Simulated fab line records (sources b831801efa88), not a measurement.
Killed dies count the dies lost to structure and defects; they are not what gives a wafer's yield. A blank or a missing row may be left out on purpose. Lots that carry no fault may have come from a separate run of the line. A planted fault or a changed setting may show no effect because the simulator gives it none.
Check of tool commonality ; flow gf180mcu ; Lots sampled 12, wafers sampled 36

WHY IT WAS OPENED
At GF_HV_LDD_THK_MEAS_57 the reading HV_LDD_CVD_56_THK is flagged on 2 of 12 lots. Wafers without a fault read 90.0 nm, standard deviation 0.75.
Rule: a lot is flagged when every wafer of it that has a number lies more than 4 standard deviations from that mean, or none has a number. All remaining lots are regarded as sound.

lot;measured;on;HV_LDD_CVD_56_THK (nm), wafer by wafer;flag
L477;day 12 10:25;film-metro-04;90.5 90.9 90.2;
L478;day 12 19:53;film-metro-01;88.8 88.8 89.4;
L481;day 13 14:20;film-metro-01;92.0 90.8 90.9;
L485;day 15 06:08;film-metro-04;71.6 71.1 71.4;FLAGGED
L486;day 15 11:25;film-metro-03;71.4 70.6 71.5;FLAGGED
L493;day 18 02:07;film-metro-04;90.6 89.8 90.0;
L494;day 18 06:26;film-metro-03;90.2 90.2 91.1;
L496;day 19 01:05;film-metro-03;89.8 90.0 89.6;
L497;day 19 09:35;film-metro-03;90.1 90.8 90.5;
L498;day 19 13:43;film-metro-03;90.0 89.7 89.8;
L499;day 19 17:28;film-metro-03;89.6 89.6 89.8;
L500;day 20 04:13;film-metro-03;89.6 89.3 89.7;
The numbers of the flagged lots are 71.3 nm on average: -18.7 nm against the usual, or -25 standard deviations.

WHICH TOOL RAN EACH LOT
The record keeps 1 process step preceding the reading, out of 602 steps on the route. Cell contents, in order: the tool; ch with the chambers the sampled wafers went through; the start.
lot;flag;GF_HV_LDD_CVD_56
L477;;lpcvd-02 ch 0, day 12 08:59
L478;;lpcvd-01 ch 1, day 12 18:28
L481;;lpcvd-02 ch 0, day 13 12:54
L485;FLAGGED;lpcvd-02 ch 0, day 15 03:59
L486;FLAGGED;lpcvd-02 ch 0, day 15 09:59
L493;;lpcvd-02 ch 1, day 18 00:41
L494;;lpcvd-01 ch 1, day 18 04:59
L496;;lpcvd-02 ch 0, day 18 23:38
L497;;lpcvd-01 ch 0, day 19 08:08
L498;;lpcvd-02 ch 0, day 19 12:17
L499;;lpcvd-02 ch 0, day 19 16:02
L500;;lpcvd-02 ch 1, day 20 02:41
What the steps here do:
- GF_HV_LDD_CVD_56: deposits Si3N4 from DCS/NH3, target thk 90 nm, time 1543 s.
- GF_HV_LDD_THK_MEAS_57

FLAGGED OVER TOTAL, TOOL BY TOOL (the gauges that took the reading come last)
step;tool;lots run;flagged;share of the flagged lots;sound lots run after its first flagged lot
GF_HV_LDD_CVD_56;lpcvd-01;3;0;none;-
GF_HV_LDD_CVD_56;lpcvd-02;9;2;all;5 (L493,L496,L498,L499,L500)
GF_HV_LDD_THK_MEAS_57;film-metro-01;2;0;none;-
GF_HV_LDD_THK_MEAS_57;film-metro-03;7;1;some;6 (L494,L496,L497,L498,L499,L500)
GF_HV_LDD_THK_MEAS_57;film-metro-04;3;1;some;1 (L493)

WHAT IS ALLOWED BY THE TABLE
All flagged lots share 1 row of the table, namely lpcvd-02 at GF_HV_LDD_CVD_56.
- lpcvd-02 at GF_HV_LDD_CVD_56 ran 9 lots, 2 of them flagged. Sound lots ran on it after the first flagged one (L493, L496, L498, L499, L500), which a lasting fault on the whole tool wouldn't allow. Its own readings (spike-tc-bottom-C, spike-tc-centre-C, spike-tc-lower-C, spike-tc-upper-C, susceptor-temp-C) fall more than 4 standard deviations out on all wafers of the flagged lots.
Not one row of the table ran every flagged lot while running no sound lot after the first.

WHAT THE SIMULATOR PUT IN
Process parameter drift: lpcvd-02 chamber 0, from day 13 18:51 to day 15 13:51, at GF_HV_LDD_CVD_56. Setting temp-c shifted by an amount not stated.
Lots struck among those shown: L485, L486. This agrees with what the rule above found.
